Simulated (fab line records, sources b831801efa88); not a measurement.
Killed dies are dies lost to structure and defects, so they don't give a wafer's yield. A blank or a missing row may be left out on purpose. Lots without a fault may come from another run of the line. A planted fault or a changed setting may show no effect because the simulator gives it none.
Tool commonality check | flow gf180mcu | 14 lots, 42 wafers sampled

WHY IT WAS OPENED
At GF_VT_IMPLANT_TW_MEAS_32 the reading VT_IMPLANT_3_TW is flagged on 2 of 14 lots. Wafers without a fault read 267, standard deviation 3.7.
Rule: a lot is flagged when every wafer of it that has a number lies more than 4 standard deviations from that mean, or none has a number. The other lots count as sound.

lot  | measured     | on            | VT_IMPLANT_3_TW, wafer by wafer | flag
L180 | day 7 12:13  | film_metro-04 | 266 267 266                     |
L181 | day 7 13:20  | film_metro-01 | 270 269 271                     |
L184 | day 8 18:41  | film_metro-02 | 263 262 261                     |
L187 | day 9 02:25  | film_metro-04 | 265 267 267                     |
L188 | day 9 12:17  | film_metro-02 | 264 262 262                     |
L189 | day 9 18:22  | film_metro-02 | 263 263 261                     |
L190 | day 9 20:02  | film_metro-02 | 322 324 322                     | FLAGGED
L191 | day 10 01:32 | film_metro-01 | 269 272 270                     |
L193 | day 10 13:43 | film_metro-01 | 271 271 269                     |
L194 | day 11 03:58 | film_metro-01 | 271 272 270                     |
L195 | day 11 04:55 | film_metro-01 | 271 270 271                     |
L196 | day 11 14:22 | film_metro-04 | 266 269 267                     |
L197 | day 11 16:56 | film_metro-02 | 320 322 321                     | FLAGGED
L200 | day 13 01:01 | film_metro-02 | 263 263 263                     |
The numbers of the flagged lots are 322 on average: +55 against the usual, or +15 standard deviations.

WHICH TOOL RAN EACH LOT
The record holds 1 process step before the reading, out of a route of 602 steps. In each cell: the tool, then ch and the chambers that the sampled wafers went through, then the start.
lot  | flag    | GF_VT_IMPLANT_IMPLANT_30
L180 |         | implanter-01 ch 0, day 7 11:59
L181 |         | implanter-01 ch 0, day 7 13:06
L184 |         | implanter-02 ch 0, day 8 18:26
L187 |         | implanter-01 ch 0, day 9 02:10
L188 |         | implanter-02 ch 0, day 9 12:04
L189 |         | implanter-01 ch 0, day 9 18:07
L190 | FLAGGED | implanter-01 ch 0, day 9 19:25
L191 |         | implanter-02 ch 0, day 10 01:17
L193 |         | implanter-04 ch 0, day 10 13:29
L194 |         | implanter-04 ch 0, day 11 03:43
L195 |         | implanter-01 ch 0, day 11 04:40
L196 |         | implanter-04 ch 0, day 11 14:08
L197 | FLAGGED | implanter-01 ch 0, day 11 16:09
L200 |         | implanter-02 ch 0, day 13 00:46
What these steps do:
- GF_VT_IMPLANT_IMPLANT_30
- GF_VT_IMPLANT_TW_MEAS_32

FLAGGED OVER TOTAL, TOOL BY TOOL (the gauges that took the reading come last)
step                     | tool          | lots run | flagged | share of the flagged lots | sound lots run after its first flagged lot
GF_VT_IMPLANT_IMPLANT_30 | implanter-01  | 7        | 2       | all                       | 1 (L195)
GF_VT_IMPLANT_IMPLANT_30 | implanter-02  | 4        | 0       | none                      | -
GF_VT_IMPLANT_IMPLANT_30 | implanter-04  | 3        | 0       | none                      | -
GF_VT_IMPLANT_TW_MEAS_32 | film_metro-01 | 5        | 0       | none                      | -
GF_VT_IMPLANT_TW_MEAS_32 | film_metro-02 | 6        | 2       | all                       | 1 (L200)
GF_VT_IMPLANT_TW_MEAS_32 | film_metro-04 | 3        | 0       | none                      | -

WHAT THE TABLE ALLOWS
2 rows of the table ran every flagged lot: implanter-01 at GF_VT_IMPLANT_IMPLANT_30, film_metro-02 at GF_VT_IMPLANT_TW_MEAS_32.
- implanter-01 at GF_VT_IMPLANT_IMPLANT_30: 2 of its 7 lots flagged. Sound lots ran on it after the first flagged one (L195), which a lasting fault on the whole tool wouldn't allow.
- film_metro-02 at GF_VT_IMPLANT_TW_MEAS_32: 2 of its 6 lots flagged. Sound lots ran on it after the first flagged one (L200), which a lasting fault on the whole tool wouldn't allow.
No row of the table ran every flagged lot and no sound lot after the first.

WHAT THE SIMULATOR HAD PUT IN
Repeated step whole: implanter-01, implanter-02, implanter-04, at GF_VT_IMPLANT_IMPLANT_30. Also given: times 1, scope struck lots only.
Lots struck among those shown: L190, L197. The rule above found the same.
